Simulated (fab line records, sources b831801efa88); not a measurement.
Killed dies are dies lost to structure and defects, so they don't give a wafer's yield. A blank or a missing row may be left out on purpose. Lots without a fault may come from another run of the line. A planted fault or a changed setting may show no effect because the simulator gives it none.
fab line records | flow sfq_line
record lots=6 wafers=18 last_day=88
route steps=325 shown JJ@193 M5@198 A5B@209 R5@212 I5@228 M8@325
lots that met no fault: from a run of the same line without faults
start_h: hours from the record's first day to the start of the lot's first wafer shown | wait_h: hours since the lot's step before | " the same as in the row above | L1.1+2: a row that stands for several wafers | - no value, or no start given | * or withheld: withheld | < > ~ a bound
route shown NAME@n: a module of which the file shows steps, and the number in the route of the first | usual: mean/standard deviation of fault-free wafers | same: alike in all rows | chamber/n: place in a boat | sites: the reading at each site | _std_site: their standard deviation | _edge_site: outer sites' mean less inner sites' | radius_mm: how far each site lies from the wafer's centre | mask NAME#n: copy n | behind: the tool/chamber that last shaped the wafer | hold: why the lot was held/for how many hours/how that ended | device: the transistor (n, p or np) that didn't switch | end of line: the same wafers' tests at the end of the route | a step without rows: its recipe alone | killed: dies lost to structure and defects at the first sort, not the wafer's yield | map: a wafer's dies, x killed, . not, _ none there
set.NAME: the setting as run; set.NAME@STEP: as run at that earlier step | model.NAME: the simulator's own value behind a step, which no gauge read
lots at some steps of the route; a table a step, a row a wafer
services: from which hour (start_h, from the record's first day; less than 0 if before it) a tool's chamber was out of use, for how many hours, and why
## steps
# step SFQ_TRILAYER_JJ_CE_BARC_OPEN_RIE_150
# recipe mask_material=PR chemistry=O2 target_depth_nm=240 target=BARC icp_w=600 bias_w=80 pressure_mtorr=10 time_s=80
# usual drypump_motor_current_A=5.56/0.18 oes_product_au=0.538/0.0047
# columns lot.wafer tool chamber start_h wait_h drypump_motor_current_A oes_product_au rf_hours_counter_h
L568.1 rie_metal-04 1 1245.90 1.0 5.58 0.543 66
L568.5 " 1 " " 5.57 0.540 -
L568.6 " 0 " " 5.58 0.537 -
L577.2 rie_metal-03 1 1483.21 0.8 5.79 0.545 62
L577.3 " 0 " " 5.17 0.540 -
L577.6 " 1 " " 5.82 0.544 -
L578.1 rie_metal-03 0 1485.61 1.0 5.20 0.539 129
L578.3 " 1 " " 5.81 0.537 -
L578.5 " 0 " " 5.24 0.539 -
L579.3 rie_metal-03 1 1500.17 0.7 5.81 0.544 -
L579.4 " 1 " " 5.81 0.538 -
L579.6 " 1 " " 5.82 0.534 -
L581.2 rie_metal-03 1 1505.97 0.8 5.81 0.533 -
L581.4 " 1 " " 5.81 0.535 -
L581.5 " 1 " " 5.78 0.541 -
L582.2 rie_metal-04 1 1516.77 0.8 5.52 0.543 -
L582.5 " 1 " " 5.56 0.548 -
L582.6 " 1 " " 5.55 0.525 -
# step SFQ_TRILAYER_JJ_CE_ETCH_RIE_118
# recipe target=Nb stop_on=Al2O3 mask_material=PR taper_deg=13.257 over_etch_frac=0.15 time_s=97.7 chemistry=SF6 target_depth_nm=170 icp_w=600 bias_w=80 pressure_mtorr=10
# step SFQ_TRILAYER_JJ_ANODIZE_ANODIZE_119
# recipe current_density_ma_cm2=withheld end_current_density_ma_cm2=withheld bath_temp_c=withheld
# step SFQ_TRILAYER_JJ_CE_STRIP_STRIP_120
# recipe gas=O2 power_w=200 platen_temp_c=40 overash_fraction=0.65 chemistry=O2 pressure_mtorr=50
# usual drypump_motor_current_A=5.52/0.2 oes_product_au=1.000/0.0094
# columns lot.wafer tool chamber start_h wait_h drypump_motor_current_A oes_product_au rf_hours_counter_h
L568.1 rie_metal-01 0 1246.59 0.0 5.40 0.987 93
L568.5 " 0 " " 5.43 0.987 -
L568.6 " 1 " " 5.57 1.006 -
L577.2 rie_metal-04 1 1483.91 0.0 5.54 0.993 95
L577.3 " 0 " " 5.57 0.986 -
L577.6 " 0 " " 5.59 0.999 -
L578.1 rie_metal-01 1 1486.81 0.0 5.61 0.980 80
L578.3 " 1 " " 5.61 0.998 -
L578.5 " 1 " " 5.60 0.993 -
L579.3 rie_metal-04 0 1501.21 0.2 5.57 1.001 -
L579.4 " 1 " " 5.59 0.994 -
L579.6 " 1 " " 5.59 0.986 -
L581.2 rie_metal-04 0 1506.83 0.0 5.58 1.009 26
L581.4 " 1 " " 5.57 0.986 -
L581.5 " 1 " " 5.56 0.995 -
L582.2 rie_metal-03 0 1517.63 0.0 5.16 1.002 0
L582.5 " 0 " " 5.12 0.996 -
L582.6 " 1 " " 5.85 0.996 -
# step SFQ_TRILAYER_JJ_CE_STRIP_SOLV_CLEAN_121
# recipe chemistry=NMP temp_c=70 time_s=600
# step SFQ_TRILAYER_M5_LITHO_COAT_128
# recipe resist=BARC spin_rpm=3000 resist_thk_nm=62
# step SFQ_TRILAYER_M5_LITHO_COAT_123
# recipe resist=KrF spin_rpm=3000 resist_thk_nm=600
# step SFQ_TRILAYER_M5_LITHO_SOFTBAKE_127
# recipe temp_c=withheld time_s=withheld resist=KrF
# step SFQ_TRILAYER_M5_LITHO_EXPOSE_124
# recipe mask_id=M5 na=0.6 source_shape=conventional sigma_outer=0.65 target_cd_nm=700 dose_mj=14.4
# step SFQ_TRILAYER_M5_LITHO_PEB_126
# recipe peb_temp_c=115 peb_time_s=60 resist=KrF
# step SFQ_TRILAYER_M5_LITHO_DEVELOP_125
# recipe time_s=60 resist=KrF
# step SFQ_M5_OVL_MEAS_932
# usual M5_OVL=-2/4.2
# columns lot.wafer tool chamber start_h wait_h M5_OVL[nm]
L568.1 overlay-01 - 1249.64 0.1 0
L568.5 " - " " -1
L568.6 " - " " -6
L577.2 overlay-02 - 1618.02 0.1 -1
L577.3 " - " " -1
L577.6 " - " " -8
L578.1 overlay-01 - 1619.21 0.1 -2
L578.3 " - " " 7
L578.5 " - " " -4
L579.3 overlay-02 - 1636.80 0.1 2
L579.4 " - " " -3
L579.6 " - " " -5
L581.2 overlay-01 - 1647.72 0.1 -10
L581.4 " - " " -1
L581.5 " - " " -8
L582.2 overlay-01 - 1656.12 0.1 -8
L582.5 " - " " -8
L582.6 " - " " -6
# step SFQ_TRILAYER_M5_BARC_OPEN_METAL_ETCH_161
# recipe mask_material=PR chemistry=O2 target_depth_nm=125 target=BARC icp_w=600 bias_w=80 pressure_mtorr=10 time_s=41.7
# usual bias_w=79.95/0.24 chamber_pressure_mTorr=10.002/0.0082 drypump_motor_current_A=5.50/0.26 oes_product_au=0.685/0.005
# columns lot.wafer tool chamber start_h wait_h bias_w chamber_pressure_mTorr drypump_motor_current_A oes_product_au rf_hours_counter_h model.KrF_of_TRILAYER_M5_LITHO_COAT_123.thk_nm
L568.1 rie_metal-01 0 1249.67 0.0 80.10 9.997 5.39 0.678 93 523.6
L568.5 " 1 " " 80.11 9.991 5.58 0.676 - 522.9
L568.6 " 0 " " 79.99 9.997 5.41 0.680 - 523
L577.2 rie_metal-03 1 1618.05 0.0 80.30 10.001 5.79 0.685 77 520.1
L577.3 " 0 " " 79.73 10.005 5.15 0.678 - 519.8
L577.6 " 0 " " 80.04 9.996 5.14 0.696 - 518.7
L578.1 rie_metal-02 0 1619.25 0.0 - - - - - 575.9
L578.3 " 1 " " - - - - - 574.6
L578.5 " 0 " " - - - - - 574.2
L579.3 rie_metal-03 1 1636.84 0.0 - - - - - 573.8
L579.4 " 0 " " - - - - - 572.8
L579.6 " 1 " " - - - - - 572.1
L581.2 rie_metal-02 0 1647.75 0.0 80.00 10.008 5.22 0.689 111 522.2
L581.4 " 0 " " 80.18 9.998 5.21 0.684 - 521
L581.5 " 0 " " 79.78 9.993 5.21 0.688 - 523.3
L582.2 rie_metal-02 0 1656.15 0.0 80.05 10.005 5.24 0.682 112 524.2
L582.5 " 1 " " 79.72 10.016 5.82 0.686 - 522.8
L582.6 " 0 " " 79.95 10.011 5.22 0.677 - 522.8
# step SFQ_TRILAYER_M5_ETCH_METAL_ETCH_126
# recipe target=Nb stop_on=SiO2 mask_material=PR over_etch_frac=0.15 time_s=203.2 chemistry=Cl2/BCl3 target_depth_nm=265 icp_w=600 bias_w=80 pressure_mtorr=10
# usual bias_w=79.98/0.22 chamber_pressure_mTorr=10.000/0.0089 drypump_motor_current_A=5.51/0.26 oes_product_au=0.727/0.0069
# columns lot.wafer tool chamber start_h wait_h bias_w chamber_pressure_mTorr drypump_motor_current_A oes_product_au rf_hours_counter_h model.KrF_of_TRILAYER_M5_LITHO_COAT_123.thk_nm
L568.1 rie_metal-01 0 1249.73 0.0 80.25 10.020 5.45 0.733 93 373.7
L568.5 " 1 " " 79.78 10.001 5.57 0.737 - 370.7
L568.6 " 0 " " 79.93 9.998 5.46 0.732 - 375.1
L577.2 rie_metal-03 1 1618.10 0.0 79.84 10.010 5.78 0.740 77 367.2
L577.3 " 0 " " 79.94 9.988 5.19 0.734 - 363.7
L577.6 " 0 " " 79.94 10.019 5.17 0.737 - 361.5
L578.1 rie_metal-02 0 1619.30 0.0 80.21 9.993 5.23 0.380 107 424.7
L578.3 " 1 " " 80.22 10.000 5.83 0.375 - 421.7
L578.5 " 0 " " 79.95 9.999 5.23 0.378 - 423.1
L579.3 rie_metal-03 1 1636.94 0.1 80.24 9.994 5.81 0.379 - 420.9
L579.4 " 0 " " 79.49 10.001 5.19 0.373 - 417.3
L579.6 " 1 " " 79.77 9.985 5.80 0.384 - 419.9
L581.2 rie_metal-02 0 1647.80 0.0 80.31 9.999 5.20 0.726 111 370.3
L581.4 " 0 " " 80.01 10.002 5.20 0.737 - 368.5
L581.5 " 0 " " 79.93 10.005 5.23 0.736 - 372
L582.2 rie_metal-02 0 1656.20 0.0 80.35 10.014 5.21 0.720 113 372.1
L582.5 " 1 " " 79.77 9.999 5.83 0.713 - 369.5
L582.6 " 0 " " 79.95 10.007 5.22 0.721 - 370.2
# step SFQ_TRILAYER_M5_STRIP_STRIP_127
# recipe gas=O2 power_w=200 platen_temp_c=40 overash_fraction=0.65 chemistry=O2 pressure_mtorr=50
# usual drypump_motor_current_A=5.50/0.27 oes_product_au=1.001/0.0081
# columns lot.wafer tool chamber start_h wait_h drypump_motor_current_A oes_product_au rf_hours_counter_h
L568.1 rie_metal-01 0 1249.93 0.1 5.37 0.994 94
L568.5 " 1 " " 5.58 1.002 -
L568.6 " 0 " " 5.41 0.995 -
L577.2 rie_metal-03 1 1618.30 0.1 5.80 1.005 78
L577.3 " 0 " " 5.16 1.017 -
L577.6 " 0 " " 5.16 1.021 -
L578.1 rie_metal-02 0 1619.50 0.1 5.21 0.997 107
L578.3 " 1 " " 5.82 0.997 -
L578.5 " 0 " " 5.22 0.998 -
L579.3 rie_metal-03 1 1637.27 0.3 5.82 1.014 -
L579.4 " 0 " " 5.19 1.017 -
L579.6 " 1 " " 5.81 0.998 -
L581.2 rie_metal-02 0 1648.00 0.1 5.21 0.995 112
L581.4 " 0 " " 5.21 1.000 -
L581.5 " 0 " " 5.20 1.004 -
L582.2 rie_metal-02 0 1656.40 0.1 5.21 0.999 113
L582.5 " 1 " " 5.83 1.004 -
L582.6 " 0 " " 5.23 0.998 -
# step SFQ_TRILAYER_M5_STRIP_SOLV_CLEAN_128
# recipe chemistry=NMP temp_c=70 time_s=600
# step SFQ_TRILAYER_A5B_DEP_PECVD_129
# recipe material=SiO2 temp_c=150 time_s=133.33 pressure_torr=2.4 rf_w=183.3 precursor=SiH4/N2O target_thk_nm=600
# step SFQ_TRILAYER_A5B_CMP_CMP_130
# recipe stop_on=Nb down_force_psi=3 platen_rpm=60 target_thk_nm=340.7
# step SFQ_TRILAYER_A5B_METRO_MEASURE_131
# usual thk_nm=341/5.7
# columns lot.wafer tool chamber start_h wait_h thk_nm
L568.1 film_metro-02 - 1265.15 1.5 334
L568.5 " - " " 337
L568.6 " - " " 340
L577.2 film_metro-02 - 1622.90 1.7 335
L577.3 " - " " 347
L577.6 " - " " 335
L578.1 film_metro-04 - 1623.90 2.0 334
L578.3 " - " " 344
L578.5 " - " " 338
L579.3 film_metro-03 - 1641.34 2.4 344
L579.4 " - " " 337
L579.6 " - " " 339
L581.2 film_metro-02 - 1652.58 2.2 342
L581.4 " - " " 348
L581.5 " - " " 347
L582.2 film_metro-04 - 1660.98 1.2 347
L582.5 " - " " 342
L582.6 " - " " 342
# step SFQ_TRILAYER_R5_DEP_SPUTTER_132
# recipe material=Ti base_pressure_pa=1.33e-06 target_thk_nm=5 power_w=2000 time_s=5 chamber_pressure_pa=0.4
# step SFQ_TRILAYER_R5_DEP_SPUTTER_133
# recipe material=MoNx base_pressure_pa=1.33e-06 target_thk_nm=40 power_w=1000 time_s=66.7 chamber_pressure_pa=0.4
# step SFQ_TRILAYER_R5_DEP_SPUTTER_134
# recipe material=Ti base_pressure_pa=1.33e-06 target_thk_nm=5 power_w=2000 time_s=5 chamber_pressure_pa=0.4
# step SFQ_R5_RS_MEAS_933
# recipe thk_meas_gauge=four-point-probe reads=Ti_of_TRILAYER_R5_DEP_SPUTTER_134+MoNx_of_TRILAYER_R5_DEP_SPUTTER_133+Ti_of_TRILAYER_R5_DEP_SPUTTER_132
# usual R5_MONX_RS=7.02/0.085
# columns lot.wafer tool chamber start_h wait_h R5_MONX_RS[ohm/sq]
L568.1 film_metro-04 - 1266.44 0.0 7.06
L568.5 " - " " 7.13
L568.6 " - " " 7.08
L577.2 film_metro-01 - 1624.01 0.0 7.12
L577.3 " - " " 7.09
L577.6 " - " " 7.06
L578.1 film_metro-03 - 1625.19 0.0 6.96
L578.3 " - " " 6.96
L578.5 " - " " 6.94
L579.3 film_metro-04 - 1642.27 0.0 7.01
L579.4 " - " " 7.00
L579.6 " - " " 7.02
L581.2 film_metro-01 - 1653.70 0.0 7.07
L581.4 " - " " 6.98
L581.5 " - " " 7.10
L582.2 film_metro-03 - 1662.10 0.0 7.01
L582.5 " - " " 7.04
L582.6 " - " " 7.08
# step SFQ_R5_THK_MEAS_934
# recipe thk_meas_gauge=xrf reads=MoNx_of_TRILAYER_R5_DEP_SPUTTER_133
# usual R5_MONX_THK=39.6/0.48
# columns lot.wafer tool chamber start_h wait_h R5_MONX_THK[nm]
L568.1 film_metro-04 - 1266.56 0.1 39.3
L568.5 " - " " 39.0
L568.6 " - " " 39.3
L577.2 film_metro-01 - 1624.12 0.1 39.3
L577.3 " - " " 39.3
L577.6 " - " " 39.5
L578.1 film_metro-03 - 1625.31 0.1 39.4
L578.3 " - " " 39.8
L578.5 " - " " 39.8
L579.3 film_metro-04 - 1642.37 0.1 40.0
L579.4 " - " " 39.9
L579.6 " - " " 39.8
L581.2 film_metro-01 - 1653.81 0.1 39.3
L581.4 " - " " 40.0
L581.5 " - " " 39.8
L582.2 film_metro-03 - 1662.21 0.1 39.2
L582.5 " - " " 39.5
L582.6 " - " " 39.1
# step SFQ_TRILAYER_R5_LITHO_COAT_141
# recipe resist=BARC spin_rpm=3000 resist_thk_nm=62
# step SFQ_TRILAYER_R5_LITHO_COAT_136
# recipe resist=KrF spin_rpm=3000 resist_thk_nm=600
# step SFQ_TRILAYER_R5_LITHO_SOFTBAKE_140
# recipe temp_c=withheld time_s=withheld resist=KrF
# step SFQ_TRILAYER_R5_LITHO_EXPOSE_137
# recipe mask_id=R5 na=0.6 source_shape=conventional sigma_outer=0.65 target_cd_nm=500 dose_mj=14.4
# usual exposure_dose_mJ_cm2=14.399/0.015 focus_offset_nm=-0.2/0.55
# columns lot.wafer tool chamber start_h wait_h mask exposure_dose_mJ_cm2 focus_offset_nm
L568.1 krf_scanner-01 0 1406.33 - R5#0 14.398 0.3
L568.5 " 0 " " R5#0 14.392 0.3
L568.6 " 0 " " R5#0 14.378 0.6
L577.2 krf_scanner-01 0 1627.50 - R5#0 14.406 -0.4
L577.3 " 0 " " R5#0 14.410 0.3
L577.6 " 0 " " R5#0 14.383 0.2
L578.1 krf_scanner-01 - 1628.50 - R5#0 - -
L578.3 " - " " R5#0 - -
L578.5 " - " " R5#0 - -
L579.3 krf_scanner-02 - 1643.69 - R5#0 - -
L579.4 " - " " R5#0 - -
L579.6 " - " " R5#0 - -
L581.2 krf_scanner-02 0 1655.21 - R5#0 14.387 -0.1
L581.4 " 0 " " R5#0 14.404 0.1
L581.5 " 0 " " R5#0 14.397 -0.4
L582.2 krf_scanner-02 0 1666.73 - R5#0 14.403 0.9
L582.5 " 0 " " R5#0 14.403 0.4
L582.6 " 0 " " R5#0 14.404 -0.4
# step SFQ_TRILAYER_R5_LITHO_PEB_139
# recipe peb_temp_c=115 peb_time_s=60 resist=KrF
# step SFQ_TRILAYER_R5_LITHO_DEVELOP_138
# recipe time_s=60 resist=KrF
# step SFQ_R5_OVL_MEAS_935
# usual R5_OVL=2/5.6
# columns lot.wafer tool chamber start_h wait_h R5_OVL[nm]
L568.1 overlay-01 - 1407.83 0.1 -1
L568.5 " - " " -1
L568.6 " - " " -6
L577.2 overlay-01 - 1628.80 0.1 4
L577.3 " - " " 3
L577.6 " - " " 5
L578.1 overlay-01 - 1630.00 0.1 -
L578.3 " - " " -
L578.5 " - " " -
L579.3 overlay-02 - 1644.80 0.1 -
L579.4 " - " " -
L579.6 " - " " -
L581.2 overlay-02 - 1656.52 0.1 1
L581.4 " - " " 5
L581.5 " - " " 7
L582.2 overlay-02 - 1668.04 0.1 9
L582.5 " - " " 4
L582.6 " - " " 14
# step SFQ_TRILAYER_R5_BARC_OPEN_METAL_ETCH_177
# recipe mask_material=PR chemistry=O2 target_depth_nm=125 target=BARC icp_w=600 bias_w=80 pressure_mtorr=10 time_s=41.7
# step SFQ_TRILAYER_R5_ETCH_METAL_ETCH_139
# recipe stop_on=SiO2 mask_material=PR chemistry=Cl2 target_depth_nm=60 icp_w=600 bias_w=80 pressure_mtorr=10 time_s=40
# step SFQ_TRILAYER_R5_STRIP_STRIP_140
# recipe gas=O2 power_w=200 platen_temp_c=40 overash_fraction=0.65 chemistry=O2 pressure_mtorr=50
# usual drypump_motor_current_A=5.52/0.21 oes_product_au=0.998/0.0069
# columns lot.wafer tool chamber start_h wait_h drypump_motor_current_A oes_product_au rf_hours_counter_h
L568.1 rie_metal-01 1 1407.98 0.0 5.61 1.004 71
L568.5 " 0 " " 5.39 1.004 -
L568.6 " 1 " " 5.60 1.008 -
L577.2 rie_metal-04 0 1628.95 0.0 5.58 0.997 39
L577.3 " 1 " " 5.55 0.994 -
L577.6 " 1 " " 5.55 0.984 -
L578.1 rie_metal-01 0 1630.15 0.0 5.40 0.998 12
L578.3 " 0 " " 5.40 0.989 -
L578.5 " 1 " " 5.60 0.988 -
L579.3 rie_metal-04 1 1645.14 0.2 5.52 0.992 -
L579.4 " 0 " " 5.59 1.002 -
L579.6 " 1 " " 5.51 0.994 -
L581.2 rie_metal-01 0 1656.67 0.0 5.44 0.997 15
L581.4 " 1 " " 5.58 0.993 -
L581.5 " 1 " " 5.60 0.995 -
L582.2 rie_metal-02 1 1668.19 0.0 5.82 1.013 97
L582.5 " 1 " " 5.83 1.010 -
L582.6 " 0 " " 5.20 0.992 -
# step SFQ_TRILAYER_R5_STRIP_SOLV_CLEAN_141
# recipe chemistry=NMP temp_c=70 time_s=600
# step SFQ_TRILAYER_A5C_DEP_PECVD_142
# recipe material=SiO2 temp_c=150 time_s=15.556 pressure_torr=2.4 rf_w=183.3 precursor=SiH4/N2O target_thk_nm=70
# step SFQ_TRILAYER_I5_LITHO_COAT_149
# recipe resist=BARC spin_rpm=3000 resist_thk_nm=62
# step SFQ_TRILAYER_I5_LITHO_COAT_144
# recipe resist=KrF spin_rpm=3000 resist_thk_nm=650
# step SFQ_TRILAYER_I5_LITHO_SOFTBAKE_148
# recipe temp_c=withheld time_s=withheld resist=KrF
# step SFQ_TRILAYER_I5_LITHO_PEB_147
# recipe peb_temp_c=115 peb_time_s=60 resist=KrF
# step SFQ_TRILAYER_I5_LITHO_DEVELOP_146
# recipe time_s=60 resist=KrF
# step SFQ_TRILAYER_I5_ETCH_VIA_ETCH_147
# recipe stop_on=Nb mask_material=PR chemistry=CHF3 target_depth_nm=360 source_w=500 bias_w=80 pressure_mtorr=30 time_s=withheld
# usual bias_w=80.01/0.24 chamber_pressure_mTorr=30.002/0.029 drypump_motor_current_A=5.7/0.5 oes_product_au=0.991/0.0059
# columns lot.wafer tool chamber start_h wait_h bias_w chamber_pressure_mTorr drypump_motor_current_A oes_product_au model.I5.cd_nm
L568.1 rie_diel-02 1 1411.12 0.0 80.01 29.940 6.3 0.979 703.8
L568.5 " 0 " " 80.03 29.961 6.1 0.985 699.8
L568.6 " 1 " " 80.01 30.014 6.3 0.992 704.4
L577.2 rie_diel-01 1 1756.22 0.0 80.08 30.002 4.8 0.995 697.5
L577.3 " 0 " " 79.69 29.987 6.0 0.994 699.9
L577.6 " 0 " " 79.65 29.984 6.0 0.996 698
L578.1 rie_diel-02 1 1757.42 0.0 79.37 29.953 6.2 0.375 5.747
L578.3 " 2 " " 79.89 30.006 6.0 0.376 -
L578.5 " 1 " " 79.60 29.960 6.3 0.371 4.597
L579.3 rie_diel-01 1 1769.42 0.0 80.28 30.010 4.8 0.377 -
L579.4 " 0 " " 80.21 30.052 6.0 0.368 -
L579.6 " 0 " " 80.04 30.046 6.0 0.368 -
L581.2 rie_diel-01 1 1780.22 0.0 79.94 30.023 4.8 0.987 696.7
L581.4 " 3 " " 79.68 29.961 5.8 0.994 699
L581.5 " 0 " " 79.84 30.020 6.0 0.999 698.2
L582.2 rie_diel-01 3 1789.82 0.0 80.07 30.029 5.8 0.993 697.8
L582.5 " 2 " " 79.82 29.981 5.8 0.993 698.6
L582.6 " 1 " " 80.11 29.971 4.8 0.983 697.9
# step SFQ_M8_BOW_MEAS_951
# recipe mode=bow
# usual M8_BOW=4/9.9
# columns lot.wafer tool chamber start_h wait_h M8_BOW[um] model.etest.r5.comb_log10_ohm model.etest.m5.comb_log10_ohm model.etest.jj.g_times
L568.1 film_metro-01 - 2028.18 0.0 19 12 12 1.002
L568.5 " - " " 20 12 12 0.9962
L568.6 " - " " 21 12 12 1.004
L577.2 film_metro-01 - 2066.85 0.0 7 12 12 1.001
L577.3 " - " " 2 12 12 0.9966
L577.6 " - " " 8 12 12 1.002
L578.1 film_metro-02 - 2070.43 0.0 -7 0 0 0
L578.3 " - " " -6 0 0 0
L578.5 " - " " 2 0 0 0
L579.3 film_metro-02 - 2072.87 0.0 -15 0 0 0
L579.4 " - " " 3 0 0 0
L579.6 " - " " -5 0 0 0
L581.2 film_metro-03 - 2120.57 0.0 8 12 12 0.9883
L581.4 " - " " -3 12 12 0.9903
L581.5 " - " " 11 12 12 0.9942
L582.2 film_metro-03 - 2121.77 0.0 -12 12 12 1.005
L582.5 " - " " 4 12 12 1.008
L582.6 " - " " -6 12 12 1.002
## services
# columns tool chamber start_h hours kind
rie_metal-04 - 1272.89 1.6 repair
rie_metal-04 - 1274.75 0.5 repair
rie_diel-01 - 1279.94 14.6 pm
rie_diel-01 3 1295.64 8.0 repair
rie_metal-02 - 1298.99 0.2 repair
rie_metal-04 1 1353.84 7.7 repair
rie_metal-02 0 1361.22 2.4 repair
rie_metal-02 1 1387.53 2.1 repair
rie_metal-04 - 1443.15 2.8 pm
rie_diel-01 - 1459.27 28.1 pm
rie_metal-01 1 1464.32 3.7 repair
rie_metal-02 0 1476.11 10.8 repair
rie_metal-03 - 1493.70 1.4 pm
rie_diel-01 0 1496.49 14.5 repair
rie_metal-04 0 1512.28 4.7 repair
rie_diel-01 2 1529.84 6.3 repair
rie_metal-04 - 1539.41 4.0 pm
rie_diel-01 - 1547.53 0.2 repair
rie_diel-01 3 1550.05 5.0 repair
rie_metal-02 - 1576.83 2.8 pm
rie_metal-03 - 1598.56 2.8 pm
rie_metal-04 - 1674.07 0.9 repair
rie_metal-01 - 1709.91 10.0 pm
rie_metal-03 1 1743.42 15.8 repair
## key
first_sign step=SFQ_TRILAYER_M5_BARC_OPEN_METAL_ETCH_161 reading=tool_record direction=missing
effect step=SFQ_TRILAYER_M5_ETCH_METAL_ETCH_126 reading=oes_product_au direction=down sigmas=51 usual=0.727 struck=0.378
effect step=SFQ_TRILAYER_R5_LITHO_EXPOSE_137 reading=tool_record direction=missing
effect step=SFQ_R5_OVL_MEAS_935 reading=R5_OVL direction=missing
effect step=SFQ_TRILAYER_I5_ETCH_VIA_ETCH_147 reading=oes_product_au direction=down sigmas=99+ usual=0.991 struck=0.372
model_effect step=SFQ_TRILAYER_M5_BARC_OPEN_METAL_ETCH_161 value=KrF_of_TRILAYER_M5_LITHO_COAT_123.thk_nm without=522.3 struck=573.9
model_effect step=SFQ_TRILAYER_M5_ETCH_METAL_ETCH_126 value=KrF_of_TRILAYER_M5_LITHO_COAT_123.thk_nm without=369.7 struck=421.3
model_effect step=SFQ_TRILAYER_I5_ETCH_VIA_ETCH_147 value=I5.cd_nm without=706 struck=5.172
model_effect step=SFQ_M8_BOW_MEAS_951 value=etest.r5.comb_log10_ohm without=12 struck=0
met_at SFQ_TRILAYER_M5_BARC_OPEN_METAL_ETCH_161
struck_wafers L578.1,L578.3,L578.5,L579.3,L579.4,L579.6
onset_between 1618.05 1619.25
earlier_fault kind=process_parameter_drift tool=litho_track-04 chamber=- onset_h=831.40 steps=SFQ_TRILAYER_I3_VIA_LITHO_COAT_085 channel=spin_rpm offset=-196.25 shape=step end_h=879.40 acts_in=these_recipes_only stated=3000
fault kind=skipped_step_whole tool=rie_metal-02,rie_metal-03 chamber=- onset_h=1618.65 steps=SFQ_TRILAYER_M5_BARC_OPEN_METAL_ETCH_161 scope=struck_lots_only
